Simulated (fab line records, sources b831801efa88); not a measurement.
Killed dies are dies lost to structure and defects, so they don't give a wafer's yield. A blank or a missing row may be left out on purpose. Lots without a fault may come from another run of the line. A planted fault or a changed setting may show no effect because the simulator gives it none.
Which tool did it? | flow sky130 | 12 lots, 36 wafers sampled, at 5 steps of a route of 708

WHAT THE GAUGES READ, wafer by wafer
SKY_FIELD_ISO_THK_MEAS_04. Usual: FIELD_ISO_CVD_03_THK 163.8 nm, standard deviation 1.3.
lot  | measured    | on            | FIELD_ISO_CVD_03_THK (nm) | flag
L830 | day 1 17:03 | film_metro-03 | 162.4 163.5 164.0         |
L831 | day 1 21:23 | film_metro-03 | 164.6 163.9 164.2         |
L837 | day 3 01:41 | film_metro-02 | 165.3 164.6 165.5         |
L840 | day 3 17:35 | film_metro-02 | 164.1 162.7 160.9         |
L842 | day 4 01:30 | film_metro-02 | 163.0 162.4 163.0         |
L843 | day 4 08:58 | film_metro-02 | 166.0 166.0 165.2         |
L844 | day 4 11:30 | film_metro-03 | 161.3 162.2 161.2         |
L847 | day 5 04:38 | film_metro-03 | 163.8 164.2 163.7         |
L848 | day 5 08:58 | film_metro-03 | 164.1 164.3 164.0         |
L849 | day 5 15:01 | film_metro-03 | 164.6 164.9 164.2         |
L851 | day 5 23:26 | film_metro-03 | 167.2 165.7 165.2         |
L853 | day 6 10:13 | film_metro-02 | 163.9 163.4 163.1         |

SKY_CONTACT_RS_MEAS_25: measures by four-point-probe. Usual: CONTACT_W_RS 0.339 ohm/sq, standard deviation 0.0043.
lot  | measured     | on            | CONTACT_W_RS (ohm/sq) | flag
L830 | day 32 07:53 | film_metro-03 | 0.333 0.337 0.333     |
L831 | day 32 08:33 | film_metro-04 | 0.339 0.341 0.335     |
L837 | day 34 00:49 | film_metro-02 | 0.332 0.344 0.344     |
L840 | day 35 00:01 | film_metro-02 | 0.335 0.342 0.340     |
L842 | day 35 10:28 | film_metro-04 | 0.335 0.342 0.337     |
L843 | day 36 01:36 | film_metro-04 | 0.336 0.340 0.341     |
L844 | day 36 02:42 | film_metro-02 | 0.341 0.343 0.341     |
L847 | day 36 23:07 | film_metro-02 | 0.343 0.340 0.335     |
L848 | day 37 13:10 | film_metro-03 | 0.338 0.330 0.334     |
L849 | day 37 23:07 | film_metro-02 | 0.340 0.332 0.340     |
L851 | day 38 21:29 | film_metro-02 | 0.340 0.331 0.336     |
L853 | day 39 14:52 | film_metro-03 | 0.336 0.338 0.337     |

WHICH TOOL RAN EACH LOT (tool, then ch and the chambers of the sampled wafers, then the start)
lot  | SKY_FIELD_ISO_COAT_07            | SKY_FIELD_ISO_ETCH_14             | SKY_LI_CONTACT_SPUTTER_19
L830 | litho_track-01 ch 0, day 1 23:50 | rie_diel-02 ch 0,1,3, day 2 07:48 | pvd_sputter-01, day 29 21:01
L831 | litho_track-01 ch 0, day 2 04:22 | rie_diel-02 ch 0,3, day 2 12:36   | pvd_sputter-04, day 29 21:22
L837 | litho_track-01 ch 0, day 3 08:41 | rie_diel-03 ch 0,1,2, day 3 17:18 | pvd_sputter-04, day 31 15:25
L840 | litho_track-04 ch 0, day 4 01:37 | rie_diel-03 ch 0,2,3, day 4 10:54 | pvd_sputter-01, day 32 14:55
L842 | litho_track-04 ch 0, day 4 09:23 | rie_diel-03 ch 0,1,3, day 4 18:25 | pvd_sputter-04, day 33 02:13
L843 | litho_track-02 ch 0, day 4 17:40 | rie_diel-01 ch 0,2, day 5 01:54   | pvd_sputter-04, day 33 19:20
L844 | litho_track-02 ch 0, day 4 19:47 | rie_diel-02 ch 0,2,3, day 5 04:48 | pvd_sputter-03, day 33 19:34
L847 | litho_track-02 ch 0, day 5 13:25 | rie_diel-02 ch 0,2,3, day 5 23:09 | pvd_sputter-04, day 34 16:31
L848 | litho_track-04 ch 0, day 5 17:23 | rie_diel-01 ch 0,2,3, day 6 03:27 | pvd_sputter-03, day 35 06:19
L849 | litho_track-02 ch 0, day 5 23:59 | rie_diel-03 ch 0,1,2, day 6 09:54 | pvd_sputter-03, day 35 15:43
L851 | litho_track-01 ch 0, day 6 08:41 | rie_diel-03 ch 2,3, day 6 18:58   | pvd_sputter-03, day 36 15:14
L853 | litho_track-04 ch 0, day 6 19:32 | rie_diel-03 ch 0,2, day 7 05:16   | pvd_sputter-04, day 37 08:23
- SKY_FIELD_ISO_COAT_07: resist thk 60 nm.
- SKY_FIELD_ISO_ETCH_14: etches BARC in N2/H2, stops on SiO2, time 45.9 s, target depth 60 nm.
- SKY_LI_CONTACT_SPUTTER_19: material Ti, target thk 20 nm, time 106.37 s.

WHAT THE TOOLS THEMSELVES READ (means of the sampled wafers that have a number; where no wafer has one, the mark that the record gives instead)
SKY_FIELD_ISO_COAT_07. Usual: spin_speed_rpm 3000.1 rpm, standard deviation 2.
lot  | tool           | spin_speed_rpm (rpm) | flag
L830 | litho_track-01 | 2998.6               |
L831 | litho_track-01 | 3000.6               |
L837 | litho_track-01 | 3001.5               |
L840 | litho_track-04 | 3001.6               |
L842 | litho_track-04 | 2997.9               |
L843 | litho_track-02 | 3000.2               |
L844 | litho_track-02 | 3001.8               |
L847 | litho_track-02 | 3154.5               | OFF
L848 | litho_track-04 | 3000.3               |
L849 | litho_track-02 | 3157.2               | OFF
L851 | litho_track-01 | 3000.4               |
L853 | litho_track-04 | 2998.9               |

SKY_FIELD_ISO_ETCH_14. Usual: chamber_pressure_mTorr 29.998 mTorr, standard deviation 0.027; drypump_motor_current_A 5.6 A, standard deviation 0.58; oes_product_au 0.855 a.u., standard deviation 0.0043; throttle_valve_pct 13.226 %, standard deviation 0.009.
lot  | tool        | chamber_pressure_mTorr (mTorr) | drypump_motor_current_A (A) | oes_product_au (a.u.) | throttle_valve_pct (%) | flag
L830 | rie_diel-02 | 30.024                         | 5.3                         | 0.856                 | 13.223                 |
L831 | rie_diel-02 | 30.003                         | 4.7                         | 0.852                 | 13.231                 |
L837 | rie_diel-03 | 30.003                         | 5.9                         | 0.857                 | 13.220                 |
L840 | rie_diel-03 | 29.984                         | 6.0                         | 0.852                 | 13.230                 |
L842 | rie_diel-03 | 29.999                         | 6.0                         | 0.853                 | 13.225                 |
L843 | rie_diel-01 | 29.985                         | 5.7                         | 0.858                 | 13.224                 |
L844 | rie_diel-02 | 29.983                         | 5.0                         | 0.860                 | 13.230                 |
L847 | rie_diel-02 | 30.010                         | 5.0                         | 0.842                 | 13.218                 | OFF
L848 | rie_diel-01 | 29.970                         | 5.5                         | 0.856                 | 13.232                 |
L849 | rie_diel-03 | 29.984                         | 5.9                         | 0.844                 | 13.216                 |
L851 | rie_diel-03 | 30.005                         | 6.2                         | 0.855                 | 13.217                 |
L853 | rie_diel-03 | 30.000                         | 5.8                         | 0.853                 | 13.230                 |

SKY_LI_CONTACT_SPUTTER_19. Usual: throttle_valve_pct 29.7 %, standard deviation 1.
lot  | tool           | throttle_valve_pct (%) | flag
L830 | pvd_sputter-01 | 29.8                   |
L831 | pvd_sputter-04 | 29.7                   |
L837 | pvd_sputter-04 | 30.4                   |
L840 | pvd_sputter-01 | 29.6                   |
L842 | pvd_sputter-04 | 30.4                   |
L843 | pvd_sputter-04 | 30.8                   |
L844 | pvd_sputter-03 | 29.2                   |
L847 | pvd_sputter-04 | 30.1                   |
L848 | pvd_sputter-03 | 30.0                   |
L849 | pvd_sputter-03 | 29.8                   |
L851 | pvd_sputter-03 | 29.9                   |
L853 | pvd_sputter-04 | 29.7                   |

THE ANSWER, worked out from the rows above alone
Rule: a lot is off if the mean of its wafers that have a number lies more than 3 standard deviations from the usual mean. A lot without any number at a reading at which 4 lots or more have one is off too. The other lots that the step has rows for count as sound. The gauges are gone through in route order, then the tools' own readings, and for those a lot's mean is taken as printed above. The first step at which some lot is off is used, and at that step the reading that is off furthest; a lot without a number counts as furthest.
Off: L847, L849, at SKY_FIELD_ISO_COAT_07 (spin_speed_rpm).
A tool fits if, at that step or a process step before it, it ran every lot that is off, and no sound lot after the first of them. One fits: litho_track-02 at SKY_FIELD_ISO_COAT_07. Its last sound lot is L844 (day 4 19:47), its first lot that is off L847 (day 5 13:25): a fault that began between those two fits.
The tool's own readings at SKY_FIELD_ISO_COAT_07 bear it out: on the lots that are off they differ by more than 5 times the standard deviation of the sound lots' means. spin_speed_rpm reads 3155.8 rpm there against 3000.2 rpm on the sound lots.

WHAT THE SIMULATOR HAD PUT IN
Process parameter drift: litho_track-02, from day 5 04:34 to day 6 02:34, at SKY_FIELD_ISO_COAT_07. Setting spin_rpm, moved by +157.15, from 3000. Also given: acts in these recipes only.
Lots struck among those shown: L847, L849. The rule above found the same.
